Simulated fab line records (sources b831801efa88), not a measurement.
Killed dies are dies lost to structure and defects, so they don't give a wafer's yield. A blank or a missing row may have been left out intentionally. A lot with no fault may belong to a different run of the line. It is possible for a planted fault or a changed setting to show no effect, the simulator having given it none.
fab line records    flow sky130
record lots=6  wafers=18  lastDay=49
route steps=708 shown LDD_P@263 LDD_HVN@267 LDD_HVP@278 PAD_OPEN@708
lots untouched by any fault: they come from a run of this same line in which no faults occurred
startH: the number of hours between the record's first day and the start of the first shown wafer of the lot    waitH: time in hours since the lot's previous step    " unchanged from the row above    L1.1+2: a row that stands for several wafers    - no value present, or no start provided    * or withheld: withheld    < > ~ a bound
route shown NAME@n: a module of which the file shows steps, and the number in the route of the first    usual: mean/standard deviation of fault-free wafers    same: alike in all rows    chamber/n: place in a boat    sites: readings site by site    _std_site: the standard deviation of these    _edge_site: outer sites' mean less inner sites'    radiusMm: for every site, how far away it sits from the centre of the wafer    mask NAME#n: copy n    behind: the tool/chamber that last shaped the wafer    hold: why the lot went on hold/how many hours it stayed there/how the hold came to an end    device: the n, p or np transistor that did not switch    end of line: the tests these same wafers got at the end of their route    a step without rows: its recipe alone    killed: at the first sort, the dies lost to defects and structure; wafer yield is something else    map: a wafer's dies, marking killed ones x, the rest . and places with no die _
set.NAME: the setting as run; set.NAME@STEP: as run at that earlier step    model.NAME: the simulator's own value behind a step, which no gauge read
lots at selected steps of the route; one table per step, one row per wafer
services: when a tool's chamber went out of use (startH, in hours from the record's first day, below 0 if earlier), for how many hours, and the reason
## steps
# step SKY_LDD_P_OVL_MEAS_08
# usual LDD_P_OVL=-0.3/1.2
lot.wafer  tool        chamber  startH  waitH  LDD_P_OVL[nm]
L234.1     overlay-02  -        457.22  0.1    0.1
L234.2     "           -        "       "      1.2
L234.5     "           -        "       "      1.2
L241.4     overlay-02  -        516.67  0.1    -0.7
L241.5     "           -        "       "      0.3
L241.6     "           -        "       "      -0.9
L242.2     overlay-02  -        521.12  0.1    -2.4
L242.3     "           -        "       "      -1.9
L242.5     "           -        "       "      -1.0
L243.2     overlay-02  -        527.48  0.1    -1.9
L243.4     "           -        "       "      0.9
L243.6     "           -        "       "      -2.1
L249.1     overlay-01  -        575.10  0.1    -0.3
L249.2     "           -        "       "      -0.8
L249.5     "           -        "       "      -1.9
L253.2     overlay-02  -        607.13  0.1    0.6
L253.3     "           -        "       "      1.4
L253.5     "           -        "       "      0.9
# step SKY_LDD_P_IMPLANT_09
# recipe species=BF2  energyKev=25  doseCm2=1e+13  tiltDeg=withheld
# step SKY_LDD_P_STRIP_10
# recipe chemistry=O2/N2  powerW=1400  pressureMtorr=1500  platenTempC=withheld  o2FlowSccm=3000  n2FlowSccm=300  overashFraction=0.5
# usual drypumpMotorCurrentA=5.8/0.36  oesProductAu=0.716/0.0039  stripTimeToEndpointS=14.18/0.034
lot.wafer  tool            chamber  startH  waitH  drypumpMotorCurrentA  oesProductAu  rfHoursCounterH  stripTimeToEndpointS
L234.1     plasmaAsher-02  1        457.41  0.1    5.7                   0.718         66               14.15
L234.2     "               0        "       "      6.0                   0.716         66               14.18
L234.5     "               1        "       "      5.7                   0.718         -                14.18
L241.4     plasmaAsher-04  0        516.87  0.1    5.6                   0.715         -                14.19
L241.5     "               1        "       "      5.1                   0.716         -                14.21
L241.6     "               0        "       "      5.6                   0.718         -                14.21
L242.2     plasmaAsher-02  1        521.30  0.1    5.7                   0.717         74               14.16
L242.3     "               0        "       "      6.0                   0.712         -                14.15
L242.5     "               1        "       "      5.7                   0.721         -                14.18
L243.2     plasmaAsher-04  0        527.66  0.1    5.6                   0.711         82               14.21
L243.4     "               0        "       "      5.6                   0.716         -                14.23
L243.6     "               1        "       "      5.1                   0.725         -                14.19
L249.1     plasmaAsher-02  1        575.28  0.1    5.7                   0.716         78               14.19
L249.2     "               0        "       "      6.0                   0.717         78               14.19
L249.5     "               1        "       "      5.7                   0.720         -                14.12
L253.2     plasmaAsher-04  0        607.31  0.1    5.6                   0.715         91               14.19
L253.3     "               0        "       "      5.6                   0.717         -                14.18
L253.5     "               0        "       "      5.6                   0.714         -                14.13
# step SKY_LDD_P_TW_MEAS_11
# usual LDD_P_TW=635/4
lot.wafer  tool          chamber  startH  waitH  LDD_P_TW
L234.1     filmMetro-03  -        457.51  0.1    636
L234.2     "             -        "       "      638
L234.5     "             -        "       "      636
L241.4     filmMetro-02  -        516.96  0.1    630
L241.5     "             -        "       "      632
L241.6     "             -        "       "      628
L242.2     filmMetro-01  -        521.41  0.1    638
L242.3     "             -        "       "      640
L242.5     "             -        "       "      639
L243.2     filmMetro-02  -        527.77  0.1    636
L243.4     "             -        "       "      633
L243.6     "             -        "       "      631
L249.1     filmMetro-01  -        575.38  0.1    636
L249.2     "             -        "       "      633
L249.5     "             -        "       "      638
L253.2     filmMetro-02  -        607.42  0.1    635
L253.3     "             -        "       "      634
L253.5     "             -        "       "      638
# step SKY_LDD_HVN_DEHYDRATE_00
# recipe tempC=200  timeS=60
# step SKY_LDD_HVN_HMDS_01
# recipe primeTimeS=60  primeTempC=120
# step SKY_LDD_HVN_COAT_02
# recipe resist=NOVOLAK  spinRpm=3000  resistThkNm=300
# step SKY_LDD_HVN_SOFTBAKE_03
# recipe tempC=90  timeS=60  resist=NOVOLAK
# step SKY_LDD_HVN_EXPOSE_04
# recipe maskId=HVNTM  na=0.6  sourceShape=conventional  sigmaOuter=0.6  polarization=unpolarized  targetCdNm=700  doseMj=127
# step SKY_LDD_HVN_PEB_05
# recipe tempC=withheld  timeS=*  resist=NOVOLAK
# step SKY_LDD_HVN_DEVELOP_06
# recipe resist=NOVOLAK  developer=TMAH  developTimeS=60  devTempC=23
# step SKY_LDD_HVN_OVL_MEAS_07
# usual LDD_HVN_OVL=-0.2/1.4
lot.wafer  tool        chamber  startH  waitH  LDD_HVN_OVL[nm]
L234.1     overlay-02  -        487.58  0.1    0.9
L234.2     "           -        "       "      -0.3
L234.5     "           -        "       "      -0.5
L241.4     overlay-01  -        547.60  0.1    0.9
L241.5     "           -        "       "      0.5
L241.6     "           -        "       "      0.5
L242.2     overlay-02  -        551.41  0.1    -1.4
L242.3     "           -        "       "      0.3
L242.5     "           -        "       "      1.4
L243.2     overlay-01  -        558.76  0.1    -1.7
L243.4     "           -        "       "      -1.0
L243.6     "           -        "       "      -0.1
L249.1     overlay-02  -        604.03  0.1    1.1
L249.2     "           -        "       "      -0.1
L249.5     "           -        "       "      1.5
L253.2     overlay-02  -        636.84  0.1    -1.3
L253.3     "           -        "       "      0.7
L253.5     "           -        "       "      -2.7
# step SKY_LDD_HVN_IMPLANT_08
# recipe species=P  energyKev=60  doseCm2=3e+13  tiltDeg=40
# usual beamEnergyKeV=59.997/0.021  beamOnS=10.04/0.19  doseIonsCm2=3e+13/3.4e+10  endStationPressureTorr=5.14e-06/2.7e-07  faradayCurrentUA=168/3.2
lot.wafer  tool          chamber  startH  waitH  beamEnergyKeV  beamOnS  doseIonsCm2  endStationPressureTorr  faradayCurrentUA
L234.1     implanter-03  0        487.62  0.0    59.949         10.07    2.993e+13    5.04e-06                168
L234.2     "             0        "       "      60.026         10.22    2.995e+13    5.09e-06                166
L234.5     "             0        "       "      60.026         9.99     2.996e+13    4.88e-06                169
L241.4     implanter-03  0        547.69  0.1    59.951         9.99     2.999e+13    4.75e-06                170
L241.5     "             0        "       "      59.983         10.06    3.001e+13    4.44e-06                168
L241.6     "             0        "       "      59.971         10.00    3.004e+13    5.19e-06                170
L242.2     implanter-01  0        551.46  0.0    59.987         11.53    2.99e+13     4.77e-06                147
L242.3     "             0        "       "      59.994         11.21    2.996e+13    5.02e-06                152
L242.5     "             0        "       "      60.002         11.31    2.997e+13    4.8e-06                 150
L243.2     implanter-01  0        558.81  0.0    59.958         11.27    3.003e+13    4.78e-06                150
L243.4     "             0        "       "      59.989         11.60    2.999e+13    5.52e-06                145
L243.6     "             0        "       "      59.951         11.13    3e+13        4.51e-06                152
L249.1     implanter-03  0        604.07  0.0    60.003         10.04    3.009e+13    5.19e-06                168
L249.2     "             0        "       "      60.003         9.94     3.005e+13    4.75e-06                170
L249.5     "             0        "       "      59.999         10.09    3.001e+13    5.6e-06                 167
L253.2     implanter-01  0        636.89  0.0    60.016         9.98     3.002e+13    5.04e-06                170
L253.3     "             0        "       "      60.008         9.73     2.998e+13    5.41e-06                174
L253.5     "             0        "       "      60.018         10.21    2.998e+13    5.57e-06                166
# step SKY_LDD_HVN_STRIP_09
# recipe chemistry=O2/N2  powerW=1400  pressureMtorr=1500  platenTempC=withheld  o2FlowSccm=3000  n2FlowSccm=300  overashFraction=0.5
# usual drypumpMotorCurrentA=5.54/0.26  oesProductAu=0.409/0.0044  stripTimeToEndpointS=4.134/0.015
lot.wafer  tool            chamber  startH  waitH  drypumpMotorCurrentA  oesProductAu  rfHoursCounterH  stripTimeToEndpointS
L234.1     plasmaAsher-02  0        487.77  0.1    6.03                  0.406         70               4.124
L234.2     "               1        "       "      5.72                  0.411         70               4.130
L234.5     "               0        "       "      5.97                  0.408         -                4.123
L241.4     plasmaAsher-03  1        547.80  0.1    5.60                  0.405         -                4.138
L241.5     "               1        "       "      5.60                  0.406         -                4.153
L241.6     "               0        "       "      5.51                  0.402         -                4.136
L242.2     plasmaAsher-02  1        551.59  0.1    5.74                  0.412         76               4.129
L242.3     "               1        "       "      5.74                  0.410         -                4.155
L242.5     "               0        "       "      6.00                  0.408         -                4.128
L243.2     plasmaAsher-03  0        558.94  0.1    5.50                  0.408         38               4.139
L243.4     "               1        "       "      5.58                  0.406         -                4.135
L243.6     "               1        "       "      5.59                  0.412         -                4.142
L249.1     plasmaAsher-02  1        604.22  0.1    5.73                  0.404         81               4.150
L249.2     "               0        "       "      5.98                  0.402         81               4.153
L249.5     "               0        "       "      5.96                  0.410         -                4.127
L253.2     plasmaAsher-04  0        637.02  0.1    5.60                  0.410         94               4.118
L253.3     "               0        "       "      5.58                  0.411         -                4.145
L253.5     "               0        "       "      5.58                  0.408         -                4.117
# step SKY_LDD_HVN_TW_MEAS_10
# usual LDD_HVN_TW=1435/6.5
lot.wafer  tool          chamber  startH  waitH  LDD_HVN_TW
L234.1     filmMetro-03  -        487.87  0.1    1433
L234.2     "             -        "       "      1430
L234.5     "             -        "       "      1434
L241.4     filmMetro-02  -        547.90  0.1    1436
L241.5     "             -        "       "      1431
L241.6     "             -        "       "      1435
L242.2     filmMetro-04  -        551.70  0.1    1495
L242.3     "             -        "       "      1496
L242.5     "             -        "       "      1496
L243.2     filmMetro-03  -        559.05  0.1    1501
L243.4     "             -        "       "      1491
L243.6     "             -        "       "      1503
L249.1     filmMetro-02  -        604.32  0.1    1432
L249.2     "             -        "       "      1434
L249.5     "             -        "       "      1432
L253.2     filmMetro-02  -        637.13  0.1    1423
L253.3     "             -        "       "      1425
L253.5     "             -        "       "      1424
# step SKY_LDD_HVP_DEHYDRATE_00
# recipe tempC=200  timeS=60
# step SKY_PAD_OPEN_PROBE_99
# usual killed_at_M0_to_M3=43/6.6  killed_at_M4_up=2.9/1.8  killedAtContacts=25/5.3  killedAtFrontEnd=15/4.1  killedAtOther=0.3/0.6  killedDies=86/8.8  killedOpen=47/6.7  killedShort=39/6.2
# same grossDies=492  killedAtBackSide=0
lot.wafer  tool       chamber  startH   waitH  killed_at_M0_to_M3  killed_at_M4_up  killedAtContacts  killedAtFrontEnd  killedAtOther  killedDies  killedOpen  killedShort  model.etest.tip_n_5v.rsOhmSq
L234.1     prober-02  -        1089.06  0.1    39                  0                30                15                2              86          45          41           1363
L234.2     prober-02  -        1089.11  0.1    36                  2                32                18                0              88          49          39           1365
L234.5     prober-02  -        1089.26  0.2    46                  3                24                16                0              89          47          41           1352
L241.4     prober-01  -        1133.92  0.2    38                  2                21                8                 1              70          41          29           1381
L241.5     prober-01  -        1133.97  0.2    36                  3                21                10                0              70          35          35           1376
L241.6     prober-01  -        1134.02  0.2    48                  2                14                17                0              81          42          39           1380
L242.2     prober-01  -        1136.19  0.1    39                  4                34                11                0              88          46          42           1253
L242.3     prober-01  -        1136.24  0.2    35                  2                13                12                0              62          37          25           1252
L242.5     prober-01  -        1136.34  0.2    59                  1                35                10                1              106         60          46           1258
L243.2     prober-02  -        1141.31  0.1    39                  3                23                17                1              83          39          44           1285
L243.4     prober-02  -        1141.41  0.2    45                  5                26                14                0              90          46          44           1285
L243.6     prober-02  -        1141.51  0.2    40                  2                34                12                0              88          51          37           1288
L249.1     prober-02  -        1170.11  0.1    33                  2                22                13                0              70          36          34           1353
L249.2     prober-02  -        1170.16  0.1    51                  5                26                18                0              100         55          45           1360
L249.5     prober-02  -        1170.31  0.2    38                  6                22                16                0              82          33          49           1366
L253.2     prober-02  -        1187.33  0.1    35                  3                29                17                1              85          50          35           1378
L253.3     prober-02  -        1187.38  0.2    50                  3                26                20                1              100         54          46           1366
L253.5     prober-02  -        1187.48  0.2    55                  4                27                13                1              100         52          48           1388
# killed by level:class
L234.1 LI_CONTACT:geometricParticle:open=11 VIA1:geometricParticle:open=8 CONTACT:geometricParticle:open=7 METAL1:geometricParticle:short=7 VIA1:geometricParticle:short=6 FIELD_ISO:geometricParticle:open=5 VIA3:geometricParticle:short=5 LOCAL_INTERCONNECT:geometricParticle:short=4
L234.2 CONTACT:geometricParticle:open=12 VIA1:geometricParticle:open=12 FIELD_ISO:geometricParticle:open=6 LI_CONTACT:geometricParticle:open=6 LOCAL_INTERCONNECT:geometricParticle:short=6 FIELD_ISO:geometricParticle:short=5 METAL2:geometricParticle:short=5 VIA2:geometricParticle:open=5
L234.5 VIA3:geometricParticle:open=9 VIA2:geometricParticle:open=8 LI_CONTACT:geometricParticle:open=7 VIA1:geometricParticle:short=7 VIA1:geometricParticle:open=6 METAL1:geometricParticle:short=6 CONTACT:geometricParticle:open=5 FIELD_ISO:geometricParticle:open=4
L241.4 VIA1:geometricParticle:open=12 LI_CONTACT:geometricParticle:open=7 CONTACT:geometricParticle:open=7 VIA1:geometricParticle:short=7 VIA2:geometricParticle:open=7 POLY_GATE:geometricParticle:short=3 LOCAL_INTERCONNECT:geometricParticle:short=3 CONTACT:geometricParticle:short=3
L241.5 CONTACT:geometricParticle:open=9 CONTACT:geometricParticle:short=6 VIA1:geometricParticle:open=6 VIA2:geometricParticle:open=6 METAL1:geometricParticle:short=6 VIA3:geometricParticle:open=5 POLY_GATE:geometricParticle:short=4 METAL2:geometricParticle:short=4
L241.6 VIA1:geometricParticle:open=8 METAL2:geometricParticle:short=6 VIA2:geometricParticle:open=6 POLY_GATE:geometricParticle:short=5 POLY_GATE:geometricParticle:open=5 METAL1:geometricParticle:short=5 VIA3:geometricParticle:open=5 VIA3:geometricParticle:short=4
L242.2 CONTACT:geometricParticle:open=11 LI_CONTACT:geometricParticle:open=10 METAL2:geometricParticle:short=8 VIA1:geometricParticle:open=7 FIELD_ISO:geometricParticle:open=6 CONTACT:geometricParticle:short=6 VIA3:geometricParticle:open=5 METAL1:geometricParticle:short=5
L242.3 VIA3:geometricParticle:open=10 LI_CONTACT:geometricParticle:open=8 METAL2:geometricParticle:short=6 VIA1:geometricParticle:open=5 VIA1:geometricParticle:short=4 FIELD_ISO:geometricParticle:open=3 METAL1:geometricParticle:short=3 CONTACT:geometricParticle:open=2
L242.5 VIA3:geometricParticle:open=15 METAL2:geometricParticle:short=11 CONTACT:geometricParticle:open=11 LI_CONTACT:geometricParticle:open=10 VIA1:geometricParticle:open=9 CONTACT:geometricParticle:short=6 VIA1:geometricParticle:short=6 FIELD_ISO:geometricParticle:open=5
L243.2 FIELD_ISO:geometricParticle:short=6 LI_CONTACT:geometricParticle:short=6 LI_CONTACT:geometricParticle:open=6 METAL1:geometricParticle:short=6 VIA1:geometricParticle:open=6 CONTACT:geometricParticle:short=5 CONTACT:geometricParticle:open=5 METAL2:geometricParticle:short=5
L243.4 VIA1:geometricParticle:open=10 CONTACT:geometricParticle:open=8 LI_CONTACT:geometricParticle:open=7 FIELD_ISO:geometricParticle:open=5 VIA3:geometricParticle:open=5 VIA2:geometricParticle:open=5 CONTACT:geometricParticle:short=5 VIA2:geometricParticle:short=5
L243.6 VIA1:geometricParticle:open=12 CONTACT:geometricParticle:open=12 LI_CONTACT:geometricParticle:open=10 FIELD_ISO:geometricParticle:open=7 CONTACT:geometricParticle:short=7 LOCAL_INTERCONNECT:geometricParticle:short=4 METAL1:geometricParticle:short=4 VIA1:geometricParticle:short=4
L249.1 VIA3:geometricParticle:open=8 VIA1:geometricParticle:open=6 CONTACT:geometricParticle:open=6 LI_CONTACT:geometricParticle:open=5 LI_CONTACT:geometricParticle:short=5 POLY_GATE:geometricParticle:open=4 VIA1:geometricParticle:short=4 CONTACT:geometricParticle:short=4
L249.2 VIA1:geometricParticle:open=11 VIA2:geometricParticle:open=8 VIA3:geometricParticle:open=8 METAL2:geometricParticle:short=6 CONTACT:geometricParticle:open=6 POLY_GATE:geometricParticle:short=5 LI_CONTACT:geometricParticle:open=5 VIA3:geometricParticle:short=5
L249.5 LI_CONTACT:geometricParticle:open=7 METAL4:geometricParticle:short=6 VIA3:geometricParticle:open=6 CONTACT:geometricParticle:short=5 VIA1:geometricParticle:open=5 VIA2:geometricParticle:short=5 METAL3:geometricParticle:short=5 FIELD_ISO:geometricParticle:open=4
L253.2 CONTACT:geometricParticle:open=13 VIA3:geometricParticle:open=7 VIA1:geometricParticle:open=7 CONTACT:geometricParticle:short=7 LI_CONTACT:geometricParticle:open=6 POLY_GATE:geometricParticle:short=4 POLY_GATE:geometricParticle:open=4 VIA1:geometricParticle:short=4
L253.3 CONTACT:geometricParticle:open=9 VIA1:geometricParticle:open=9 FIELD_ISO:geometricParticle:short=8 LI_CONTACT:geometricParticle:open=8 VIA1:geometricParticle:short=7 FIELD_ISO:geometricParticle:open=6 VIA3:geometricParticle:short=6 VIA3:geometricParticle:open=6
L253.5 VIA2:geometricParticle:open=10 VIA1:geometricParticle:open=10 LI_CONTACT:geometricParticle:open=9 METAL2:geometricParticle:short=7 LOCAL_INTERCONNECT:geometricParticle:short=5 CONTACT:geometricParticle:open=5 CONTACT:geometricParticle:short=5 VIA2:geometricParticle:short=5
## services
tool            chamber  startH  hours  kind
plasmaAsher-03  -        450.99  2.9    repair
implanter-01    -        459.53  5.6    repair
plasmaAsher-03  -        468.00  18.4   pm
implanter-01    -        537.30  3.3    repair
plasmaAsher-02  -        542.48  1.1    repair
plasmaAsher-02  -        565.86  4.8    repair
implanter-03    -        615.02  2.0    repair
plasmaAsher-02  -        624.68  0.5    repair
plasmaAsher-03  -        624.84  1.1    repair
## key
firstSign step=SKY_LDD_HVN_IMPLANT_08  reading=beamOnS  direction=up  sigmas=6.7  usual=10.04  struck=11.34
effect step=SKY_LDD_HVN_IMPLANT_08  reading=faradayCurrentUA  direction=down  sigmas=6  usual=168  struck=149
effect step=SKY_LDD_HVN_TW_MEAS_10  reading=LDD_HVN_TW  direction=up  sigmas=9.7  usual=1435  struck=1497
modelEffect step=SKY_PAD_OPEN_PROBE_99  value=etest.tip_n_5v.rsOhmSq  without=1394  struck=1270
metAt SKY_LDD_HVN_IMPLANT_08
struckWafers L242.2,L242.3,L242.5,L243.2,L243.4,L243.6
testerLeftOut L242,L243
fault kind=processParameterDrift  tool=implanter-01  chamber=-  onsetH=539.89  steps=SKY_LDD_HVN_IMPLANT_08  channel=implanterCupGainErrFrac  offset=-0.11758  shape=step  endH=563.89
# testerLeftOut: of these lots the tester's yield and bins aren't shown, on N5 and GAA mostly nor the transistor test; their killed dies are dies lost to structure and defects alone, not to doping, threshold or leakage, so they don't give the yield
